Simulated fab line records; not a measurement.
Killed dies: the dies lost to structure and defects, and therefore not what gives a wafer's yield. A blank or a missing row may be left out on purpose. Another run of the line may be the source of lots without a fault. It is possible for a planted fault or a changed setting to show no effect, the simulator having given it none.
Which tool was responsible?    flow sfq-line    14 lots, 42 wafers sampled, at 1 step of a route of 325

WHAT THE GAUGES READ, wafer by wafer
SFQ_L0_THK_MEAS_902: measures by xrf. Usual: for L0_MONX_KI_THK the level is 39.6 nm and the standard deviation is 0.51.
lot   measured     on             L0_MONX_KI_THK (nm)  flag
L907  day 1 17:42  film-metro-01  39.7 39.2 39.9       
L908  day 1 22:42  film-metro-03  39.5 38.8 39.2       
L909  day 2 03:42  film-metro-03  39.9 39.4 40.4       
L910  day 2 08:41  film-metro-01  38.9 39.8 39.5       
L911  day 2 13:43  film-metro-04  39.7 39.3 39.6       
L912  day 2 18:41  film-metro-04  39.5 39.3 38.9       
L913  day 2 23:41  film-metro-03  39.4 39.6 39.4       
L916  day 3 14:41  film-metro-04  40.2 40.9 40.4       
L917  day 3 19:41  film-metro-03  40.2 40.1 39.9       
L922  day 4 20:43  film-metro-03  39.3 39.6 39.1       
L925  day 5 11:41  film-metro-03  38.6 38.4 38.4       
L926  day 5 16:41  film-metro-04  40.1 40.2 40.0       
L927  day 5 21:41  film-metro-03  39.8 39.5 39.5       
L929  day 6 07:43  film-metro-01  39.8 40.4 39.8       

TOOL THAT RAN EACH LOT (tool first, then ch and the chambers of the sampled wafers, then the start)
The record holds no process step before these readings.

AS READ BY THE TOOLS THEMSELVES (means over the sampled wafers that have a number; for cases with no such wafer, the mark the record gives instead)
The record holds no such reading with a usual standard deviation.

THE ANSWER, worked out from the rows above alone
Rule: a lot is off if the mean of its wafers that have a number lies more than 3 standard deviations from the usual mean. Also off: a lot with no number at a reading for which 4 or more lots have one. Where the step has rows for the other lots, those lots are counted as sound. After the gauges, taken in route order, come the tools' own readings; for these a lot's mean is taken, as printed above. At the first step where some lot is off, the reading lying furthest off is the one used; lots without a number count as furthest.
Across all readings shown, no lot is off: no conclusion can be drawn from this.

WHAT WAS PUT IN BY THE SIMULATOR
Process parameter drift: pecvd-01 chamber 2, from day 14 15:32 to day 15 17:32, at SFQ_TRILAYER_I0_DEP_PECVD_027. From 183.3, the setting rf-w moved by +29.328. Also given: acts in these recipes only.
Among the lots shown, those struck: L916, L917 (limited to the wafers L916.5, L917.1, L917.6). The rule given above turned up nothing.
